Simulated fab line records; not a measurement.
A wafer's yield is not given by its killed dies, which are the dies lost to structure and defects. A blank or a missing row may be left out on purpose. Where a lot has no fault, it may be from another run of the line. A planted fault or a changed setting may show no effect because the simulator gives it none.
fab line records -- flow gf180mcu
record lots=5, wafers=15, lastDay=34
route steps=602 shown V4@495 MIM@503
lots that met no fault: from a run of the same line without faults
startH: hours from the record's first day to the start of the lot's first wafer shown -- waitH: hours elapsed since this lot's preceding step -- " repeats the value in the row above -- L1.1+2: one row covering several wafers at once -- - no value, or no start was given -- * or withheld: withheld -- < > ~ a bound
route shown NAME@n: NAME is a module with steps in the file, n the number in the route of the first one -- usual: mean/standard deviation of fault-free wafers -- same: alike in all rows -- chamber/n: place in a boat -- sites: each site's reading -- _std_site: standard deviation across them -- _edge_site: mean of outer sites minus mean of inner sites -- radiusMm: how far each site lies from the wafer's centre -- mask NAME#n: copy n -- behind: the last tool/chamber to shape the wafer -- hold: cause of the lot's hold/its duration in hours/its outcome -- device: names the non-switching transistor (n, p or np) -- end of line: tests of these same wafers at the route's end -- where a step has no rows: the recipe by itself -- killed: dies that structure and defects cost at the first sort, which is not the same as the wafer's yield -- map: dies across one wafer; x = killed, . = not, _ = none there
set.NAME: the run value of the setting; set.NAME@STEP: its run value at that earlier step -- model.NAME: the simulator's own value behind a step, which no gauge read
lots at some steps of the route; a table a step, a row a wafer
services: a tool's chamber out of use, with start hour (startH, from the record's first day; less than 0 if before it), hours out, and reason
## steps
# step GF_V4_STRIP_19
# recipe chemistry=postEtchResidueRemover, timeS=1200, tempC=72.5
lot.wafer,tool,chamber,startH,waitH
L075.1+4+5,wetBench-01,0,572.83,0.1
L084.3+4+5,wetBench-03,2,641.49,0.0
L094.2+3+4,wetBench-03,1,709.91,0.1
L096.2+4+5,wetBench-04,1,724.23,0.1
L097.1+5+6,wetBench-04,0,732.44,0.1
# step GF_V4_CLEAN_20
# recipe chemistry=DIW, dry=n2Spin
lot.wafer,tool,chamber,startH,waitH
L075.1+4+5,wetBench-03,3,573.17,0.0
L084.3+4+5,wetBench-04,2,641.87,0.0
L094.2+3+4,wetBench-01,0,710.25,0.0
L096.2+4+5,wetBench-03,0,724.91,0.0
L097.1+5+6,wetBench-04,1,733.12,0.0
# step GF_V4_SPUTTER_21
# recipe material=Ti, targetThkNm=15, chamberPressurePa=5, powerW=2500, substrateTempC=200, timeS=80.02
# usual throttleValvePct=30.4/0.99
lot.wafer,tool,chamber,startH,waitH,throttleValvePct
L075.1,pvdSputter-01,-,573.27,0.0,30.5
L075.4,pvdSputter-01,-,573.27,0.0,30.8
L075.5,pvdSputter-01,-,573.27,0.0,30.1
L084.3,pvdSputter-04,-,641.96,0.0,31.7
L084.4,pvdSputter-04,-,641.96,0.0,31.5
L084.5,pvdSputter-04,-,641.96,0.0,31.4
L094.2,pvdSputter-04,-,710.34,0.0,28.7
L094.3,pvdSputter-04,-,710.34,0.0,30.1
L094.4,pvdSputter-04,-,710.34,0.0,30.0
L096.2,pvdSputter-04,-,725.01,0.0,31.7
L096.4,pvdSputter-04,-,725.01,0.0,31.6
L096.5,pvdSputter-04,-,725.01,0.0,30.3
L097.1,pvdSputter-03,-,733.22,0.0,30.6
L097.5,pvdSputter-03,-,733.22,0.0,29.5
L097.6,pvdSputter-03,-,733.22,0.0,28.5
# step GF_V4_SPUTTER_22
# recipe material=TiN, targetThkNm=10, chamberPressurePa=5, powerW=4000, timeS=40
# usual throttleValvePct=30.4/0.98
lot.wafer,tool,chamber,startH,waitH,throttleValvePct
L075.1,pvdSputter-01,-,573.33,0.0,30.5
L075.4,pvdSputter-01,-,573.33,0.0,30.6
L075.5,pvdSputter-01,-,573.33,0.0,30.4
L084.3,pvdSputter-04,-,642.02,0.0,31.7
L084.4,pvdSputter-04,-,642.02,0.0,31.3
L084.5,pvdSputter-04,-,642.02,0.0,31.4
L094.2,pvdSputter-04,-,710.40,0.0,28.8
L094.3,pvdSputter-04,-,710.40,0.0,29.9
L094.4,pvdSputter-04,-,710.40,0.0,30.1
L096.2,pvdSputter-04,-,725.08,0.0,31.8
L096.4,pvdSputter-04,-,725.08,0.0,31.6
L096.5,pvdSputter-04,-,725.08,0.0,29.9
L097.1,pvdSputter-03,-,733.28,0.0,30.8
L097.5,pvdSputter-03,-,733.28,0.0,29.4
L097.6,pvdSputter-03,-,733.28,0.0,28.5
# step GF_V4_CVD_23
# recipe material=W, targetThkNm=350, timeS=104.9, tempC=400, pressureTorr=40
# usual heaterPowerW=883/73
lot.wafer,tool,chamber,startH,waitH,heaterPowerW
L075.1,cvdW-02,0,573.37,0.0,959
L075.4,cvdW-02,0,573.37,0.0,940
L075.5,cvdW-02,0,573.37,0.0,953
L084.3,cvdW-01,0,642.09,0.1,880
L084.4,cvdW-01,1,642.09,0.1,779
L084.5,cvdW-01,0,642.09,0.1,876
L094.2,cvdW-02,0,710.44,0.0,1005
L094.3,cvdW-02,0,710.44,0.0,984
L094.4,cvdW-02,1,710.44,0.0,896
L096.2,cvdW-01,0,725.11,0.0,892
L096.4,cvdW-01,0,725.11,0.0,913
L096.5,cvdW-01,1,725.11,0.0,779
L097.1,cvdW-01,1,733.32,0.0,780
L097.5,cvdW-01,0,733.32,0.0,892
L097.6,cvdW-01,1,733.32,0.0,793
# step GF_V4_RS_MEAS_24
# recipe thkMeasGauge=four-point-probe, reads=W_of_V4_CVD_23+TiN_of_V4_SPUTTER_22+Ti_of_V4_SPUTTER_21
# usual V4_W_RS=0.328/0.0043
lot.wafer,tool,chamber,startH,waitH,V4_W_RS[ohm/sq]
L075.1,filmMetro-04,-,573.48,0.1,0.328
L075.4,filmMetro-04,-,573.48,0.1,0.325
L075.5,filmMetro-04,-,573.48,0.1,0.330
L084.3,filmMetro-03,-,642.21,0.1,0.324
L084.4,filmMetro-03,-,642.21,0.1,0.333
L084.5,filmMetro-03,-,642.21,0.1,0.328
L094.2,filmMetro-02,-,710.57,0.1,0.329
L094.3,filmMetro-02,-,710.57,0.1,0.331
L094.4,filmMetro-02,-,710.57,0.1,0.332
L096.2,filmMetro-02,-,725.25,0.1,0.327
L096.4,filmMetro-02,-,725.25,0.1,0.328
L096.5,filmMetro-02,-,725.25,0.1,0.334
L097.1,filmMetro-02,-,733.43,0.1,0.330
L097.5,filmMetro-02,-,733.43,0.1,0.327
L097.6,filmMetro-02,-,733.43,0.1,0.329
# step GF_V4_THK_MEAS_25
# recipe thkMeasGauge=xrf, reads=W_of_V4_CVD_23
# usual V4_W_THK=345/5.3
lot.wafer,tool,chamber,startH,waitH,V4_W_THK[nm]
L075.1,filmMetro-04,-,573.60,0.1,345
L075.4,filmMetro-04,-,573.60,0.1,346
L075.5,filmMetro-04,-,573.60,0.1,343
L084.3,filmMetro-03,-,642.31,0.1,352
L084.4,filmMetro-03,-,642.31,0.1,345
L084.5,filmMetro-03,-,642.31,0.1,349
L094.2,filmMetro-02,-,710.68,0.1,343
L094.3,filmMetro-02,-,710.68,0.1,342
L094.4,filmMetro-02,-,710.68,0.1,340
L096.2,filmMetro-02,-,725.36,0.1,349
L096.4,filmMetro-02,-,725.36,0.1,346
L096.5,filmMetro-02,-,725.36,0.1,340
L097.1,filmMetro-02,-,733.55,0.1,345
L097.5,filmMetro-02,-,733.55,0.1,348
L097.6,filmMetro-02,-,733.55,0.1,345
# step GF_V4_CMP_26
# recipe stopOn=SiO2, downForcePsi=3.5, platenRpm=60, tOverpolishS=15, targetThkNm=0, padVelocityMS=0.94248
# usual motorCurrentA=11.2/1.1, overpolishRunS=15.001/0.0091, timeToEndpointS=86/3.3
lot.wafer,tool,chamber,startH,waitH,motorCurrentA,overpolishRunS,timeToEndpointS
L075.4,cmp-02,1,573.66,0.0,9.2,14.998,87
L075.1,cmp-02,2,573.66,0.0,12.5,14.999,84
L075.5,cmp-02,1,573.66,0.0,9.3,14.998,83
L084.4,cmp-02,1,642.40,0.1,9.5,15.000,87
L084.3,cmp-02,3,642.40,0.1,12.2,14.990,85
L084.5,cmp-02,1,642.40,0.1,8.7,15.009,87
L094.4,cmp-02,3,710.78,0.1,12.2,15.002,88
L094.3,cmp-02,0,710.78,0.1,10.6,15.001,89
L094.2,cmp-02,1,710.78,0.1,9.5,15.000,92
L096.4,cmp-02,2,725.41,0.0,12.2,15.002,89
L096.2,cmp-02,0,725.41,0.0,10.6,14.984,89
L096.5,cmp-02,2,725.41,0.0,12.5,14.996,90
L097.1,cmp-02,0,733.92,0.4,10.1,14.991,85
L097.5,cmp-02,1,733.92,0.4,9.1,15.007,88
L097.6,cmp-02,2,733.92,0.4,12.7,15.010,91
# step GF_MIM_SPUTTER_00
# recipe material=Ti, targetThkNm=37.5, arrivingIonEnergyEv=80, substrateTempC=200, chamberPressurePa=2, powerW=4000, timeS=150
# usual throttleValvePct=30.5/1.1
lot.wafer,tool,chamber,startH,waitH,throttleValvePct
L075.1,pvdSputter-03,-,573.96,0.2,29.7
L075.4,pvdSputter-03,-,573.96,0.2,31.3
L075.5,pvdSputter-03,-,573.96,0.2,30.7
L084.3,pvdSputter-02,-,642.65,0.1,31.3
L084.4,pvdSputter-02,-,642.65,0.1,31.8
L084.5,pvdSputter-02,-,642.65,0.1,30.4
L094.2,pvdSputter-03,-,711.03,0.1,30.7
L094.3,pvdSputter-03,-,711.03,0.1,28.6
L094.4,pvdSputter-03,-,711.03,0.1,31.1
L096.2,pvdSputter-03,-,725.71,0.1,30.6
L096.4,pvdSputter-03,-,725.71,0.1,31.4
L096.5,pvdSputter-03,-,725.71,0.1,29.7
L097.1,pvdSputter-04,-,734.07,0.1,28.6
L097.5,pvdSputter-04,-,734.07,0.1,31.6
L097.6,pvdSputter-04,-,734.07,0.1,28.8
# step GF_MIM_SPUTTER_01
# recipe material=TiN, targetThkNm=30, powerW=6500, timeS=25, chamberPressurePa=0.4
# usual throttleValvePct=30.5/1.1
lot.wafer,tool,chamber,startH,waitH,throttleValvePct
L075.1,pvdSputter-03,-,574.06,0.1,29.5
L075.4,pvdSputter-03,-,574.06,0.1,31.7
L075.5,pvdSputter-03,-,574.06,0.1,30.6
L084.3,pvdSputter-02,-,642.75,0.1,31.3
L084.4,pvdSputter-02,-,642.75,0.1,31.7
L084.5,pvdSputter-02,-,642.75,0.1,30.3
L094.2,pvdSputter-03,-,711.14,0.1,30.5
L094.3,pvdSputter-03,-,711.14,0.1,28.4
L094.4,pvdSputter-03,-,711.14,0.1,31.2
L096.2,pvdSputter-03,-,725.81,0.1,30.5
L096.4,pvdSputter-03,-,725.81,0.1,31.5
L096.5,pvdSputter-03,-,725.81,0.1,29.5
L097.1,pvdSputter-04,-,734.17,0.1,28.7
L097.5,pvdSputter-04,-,734.17,0.1,32.0
L097.6,pvdSputter-04,-,734.17,0.1,28.7
# step GF_MIM_SPUTTER_02
# recipe material=AlCu, targetThkNm=450, powerW=10600, timeS=23.9, chamberPressurePa=0.4
# usual throttleValvePct=30.5/1.1
lot.wafer,tool,chamber,startH,waitH,throttleValvePct
L075.1,pvdSputter-03,-,574.09,0.0,29.5
L075.4,pvdSputter-03,-,574.09,0.0,31.5
L075.5,pvdSputter-03,-,574.09,0.0,30.4
L084.3,pvdSputter-02,-,642.78,0.0,31.2
L084.4,pvdSputter-02,-,642.78,0.0,31.8
L084.5,pvdSputter-02,-,642.78,0.0,30.3
L094.2,pvdSputter-03,-,711.17,0.0,30.6
L094.3,pvdSputter-03,-,711.17,0.0,28.6
L094.4,pvdSputter-03,-,711.17,0.0,31.2
L096.2,pvdSputter-03,-,725.84,0.0,30.5
L096.4,pvdSputter-03,-,725.84,0.0,31.5
L096.5,pvdSputter-03,-,725.84,0.0,29.5
L097.1,pvdSputter-04,-,734.20,0.0,28.9
L097.5,pvdSputter-04,-,734.20,0.0,31.7
L097.6,pvdSputter-04,-,734.20,0.0,28.7
# step GF_MIM_SPUTTER_03
# recipe material=Ti, targetThkNm=10, substrateTempC=300, chamberPressurePa=0.3, powerW=3000, timeS=6.7
# usual throttleValvePct=30.5/1.1
lot.wafer,tool,chamber,startH,waitH,throttleValvePct
L075.1,pvdSputter-03,-,574.12,0.0,29.9
L075.4,pvdSputter-03,-,574.12,0.0,31.2
L075.5,pvdSputter-03,-,574.12,0.0,30.7
L084.3,pvdSputter-02,-,642.81,0.0,31.5
L084.4,pvdSputter-02,-,642.81,0.0,31.6
L084.5,pvdSputter-02,-,642.81,0.0,30.1
L094.2,pvdSputter-03,-,711.21,0.0,30.9
L094.3,pvdSputter-03,-,711.21,0.0,28.5
L094.4,pvdSputter-03,-,711.21,0.0,31.4
L096.2,pvdSputter-03,-,725.87,0.0,30.6
L096.4,pvdSputter-03,-,725.87,0.0,31.2
L096.5,pvdSputter-03,-,725.87,0.0,29.7
L097.1,pvdSputter-04,-,734.23,0.0,28.7
L097.5,pvdSputter-04,-,734.23,0.0,31.4
L097.6,pvdSputter-04,-,734.23,0.0,28.7
# step GF_MIM_SPUTTER_04
# recipe material=TiN, targetThkNm=50, powerW=6500, timeS=41.7, chamberPressurePa=0.4
# usual throttleValvePct=30.5/1.1
lot.wafer,tool,chamber,startH,waitH,throttleValvePct
L075.1,pvdSputter-03,-,574.14,0.0,29.5
L075.4,pvdSputter-03,-,574.14,0.0,31.2
L075.5,pvdSputter-03,-,574.14,0.0,30.7
L084.3,pvdSputter-02,-,642.83,0.0,31.1
L084.4,pvdSputter-02,-,642.83,0.0,31.6
L084.5,pvdSputter-02,-,642.83,0.0,30.3
L094.2,pvdSputter-03,-,711.23,0.0,30.5
L094.3,pvdSputter-03,-,711.23,0.0,28.3
L094.4,pvdSputter-03,-,711.23,0.0,31.2
L096.2,pvdSputter-03,-,725.89,0.0,30.6
L096.4,pvdSputter-03,-,725.89,0.0,31.2
L096.5,pvdSputter-03,-,725.89,0.0,29.8
L097.1,pvdSputter-04,-,734.25,0.0,28.9
L097.5,pvdSputter-04,-,734.25,0.0,31.4
L097.6,pvdSputter-04,-,734.25,0.0,29.1
# step GF_MIM_CVD_05
# recipe material=Si3N4, targetThkNm=42, tempMaxC=400, tempC=385, timeS=29.086, rfW=450
# usual heaterPowerW=724/94
lot.wafer,tool,chamber,startH,waitH,heaterPowerW
L075.1,pecvd-01,0,574.18,0.0,705
L075.4,pecvd-01,2,574.18,0.0,576
L075.5,pecvd-01,0,574.18,0.0,698
L084.3,pecvd-03,1,642.87,0.0,786
L084.4,pecvd-03,2,642.87,0.0,964
L084.5,pecvd-03,1,642.87,0.0,782
L094.2,pecvd-01,0,711.27,0.0,683
L094.3,pecvd-01,1,711.27,0.0,611
L094.4,pecvd-01,2,711.27,0.0,617
L096.2,pecvd-04,2,725.93,0.0,750
L096.4,pecvd-04,2,725.93,0.0,723
L096.5,pecvd-04,1,725.93,0.0,714
L097.1,pecvd-03,1,734.29,0.0,891
L097.5,pecvd-03,1,734.29,0.0,861
L097.6,pecvd-03,0,734.29,0.0,810
# step GF_MIM_THK_MEAS_06
# recipe reads=Si3N4_of_MIM_CVD_05
# usual MIM_CVD_05_THK=42.0/0.55
lot.wafer,tool,chamber,startH,waitH,MIM_CVD_05_THK[nm]
L075.1,filmMetro-02,-,574.21,0.0,41.2
L075.4,filmMetro-02,-,574.21,0.0,42.6
L075.5,filmMetro-02,-,574.21,0.0,42.2
L084.3,filmMetro-02,-,642.92,0.0,42.0
L084.4,filmMetro-02,-,642.92,0.0,42.9
L084.5,filmMetro-02,-,642.92,0.0,42.8
L094.2,filmMetro-03,-,711.32,0.0,42.2
L094.3,filmMetro-03,-,711.32,0.0,42.3
L094.4,filmMetro-03,-,711.32,0.0,42.6
L096.2,filmMetro-01,-,725.97,0.0,41.4
L096.4,filmMetro-01,-,725.97,0.0,42.4
L096.5,filmMetro-01,-,725.97,0.0,42.2
L097.1,filmMetro-01,-,734.32,0.0,41.5
L097.5,filmMetro-01,-,734.32,0.0,42.1
L097.6,filmMetro-01,-,734.32,0.0,42.2
# step GF_MIM_SPUTTER_07
# recipe material=TiN, targetThkNm=60, powerW=6500, timeS=50, chamberPressurePa=0.4
# usual throttleValvePct=30.8/1.1
lot.wafer,tool,chamber,startH,waitH,throttleValvePct
L075.1,pvdSputter-04,-,574.27,0.1,28.6
L075.4,pvdSputter-04,-,574.27,0.1,29.9
L075.5,pvdSputter-04,-,574.27,0.1,30.1
L084.3,pvdSputter-03,-,642.96,0.0,30.8
L084.4,pvdSputter-03,-,642.96,0.0,28.4
L084.5,pvdSputter-03,-,642.96,0.0,28.5
L094.2,pvdSputter-04,-,711.37,0.0,30.0
L094.3,pvdSputter-04,-,711.37,0.0,31.6
L094.4,pvdSputter-04,-,711.37,0.0,30.2
L096.2,pvdSputter-04,-,726.02,0.0,30.4
L096.4,pvdSputter-04,-,726.02,0.0,31.6
L096.5,pvdSputter-04,-,726.02,0.0,31.6
L097.1,pvdSputter-03,-,734.38,0.1,28.4
L097.5,pvdSputter-03,-,734.38,0.1,29.5
L097.6,pvdSputter-03,-,734.38,0.1,28.8
# step GF_MIM_SPUTTER_08
# recipe material=AlCu, targetThkNm=200, powerW=10600, timeS=10.6, chamberPressurePa=0.4
# usual throttleValvePct=30.7/1.1
lot.wafer,tool,chamber,startH,waitH,throttleValvePct
L075.1,pvdSputter-04,-,574.32,0.0,28.6
L075.4,pvdSputter-04,-,574.32,0.0,29.8
L075.5,pvdSputter-04,-,574.32,0.0,30.1
L084.3,pvdSputter-03,-,643.01,0.0,30.7
L084.4,pvdSputter-03,-,643.01,0.0,28.3
L084.5,pvdSputter-03,-,643.01,0.0,28.5
L094.2,pvdSputter-04,-,711.41,0.0,30.1
L094.3,pvdSputter-04,-,711.41,0.0,31.7
L094.4,pvdSputter-04,-,711.41,0.0,30.1
L096.2,pvdSputter-04,-,726.06,0.0,30.0
L096.4,pvdSputter-04,-,726.06,0.0,31.4
L096.5,pvdSputter-04,-,726.06,0.0,31.6
L097.1,pvdSputter-03,-,734.43,0.0,28.6
L097.5,pvdSputter-03,-,734.43,0.0,29.4
L097.6,pvdSputter-03,-,734.43,0.0,28.3
# step GF_MIM_SPUTTER_09
# recipe material=TiN, targetThkNm=35, powerW=6500, timeS=29.2, chamberPressurePa=0.4
# usual throttleValvePct=30.8/1.1
lot.wafer,tool,chamber,startH,waitH,throttleValvePct
L075.1,pvdSputter-04,-,574.34,0.0,28.7
L075.4,pvdSputter-04,-,574.34,0.0,30.2
L075.5,pvdSputter-04,-,574.34,0.0,30.4
L084.3,pvdSputter-03,-,643.03,0.0,30.6
L084.4,pvdSputter-03,-,643.03,0.0,28.6
L084.5,pvdSputter-03,-,643.03,0.0,28.5
L094.2,pvdSputter-04,-,711.43,0.0,30.1
L094.3,pvdSputter-04,-,711.43,0.0,31.8
L094.4,pvdSputter-04,-,711.43,0.0,30.0
L096.2,pvdSputter-04,-,726.09,0.0,29.9
L096.4,pvdSputter-04,-,726.09,0.0,31.5
L096.5,pvdSputter-04,-,726.09,0.0,31.6
L097.1,pvdSputter-03,-,734.45,0.0,28.5
L097.5,pvdSputter-03,-,734.45,0.0,29.4
L097.6,pvdSputter-03,-,734.45,0.0,28.7
## services
tool,chamber,startH,hours,kind
pvdSputter-03,-,566.60,1.1,repair
pecvd-04,-,590.48,0.4,repair
cmp-02,-,591.07,0.6,repair
pecvd-03,-,591.12,14.0,pm
pecvd-03,0,591.93,2.4,repair
pvdSputter-03,-,609.95,7.4,repair
pvdSputter-03,-,614.79,6.3,repair
wetBench-03,-,629.36,10.3,repair
pecvd-04,-,638.72,0.9,repair
pvdSputter-02,-,649.45,1.7,repair
pvdSputter-03,-,659.16,2.1,repair
cvdW-02,-,661.41,2.8,pm
pvdSputter-02,-,673.94,5.4,repair
cvdW-01,0,676.88,3.3,repair
pecvd-01,-,679.32,6.0,pm
cmp-02,-,686.07,4.8,pm
pvdSputter-03,3,686.63,-,consumableReplace:kit
pvdSputter-03,3,686.63,18.0,scheduledDown
pvdSputter-03,3,686.63,18.0,ventCycle
wetBench-04,-,696.07,5.8,repair
pvdSputter-03,-,696.49,2.0,repair
cvdW-02,-,705.28,4.0,pm
cvdW-01,-,712.70,6.0,pm
pvdSputter-04,-,713.63,0.9,repair
## key
fault none
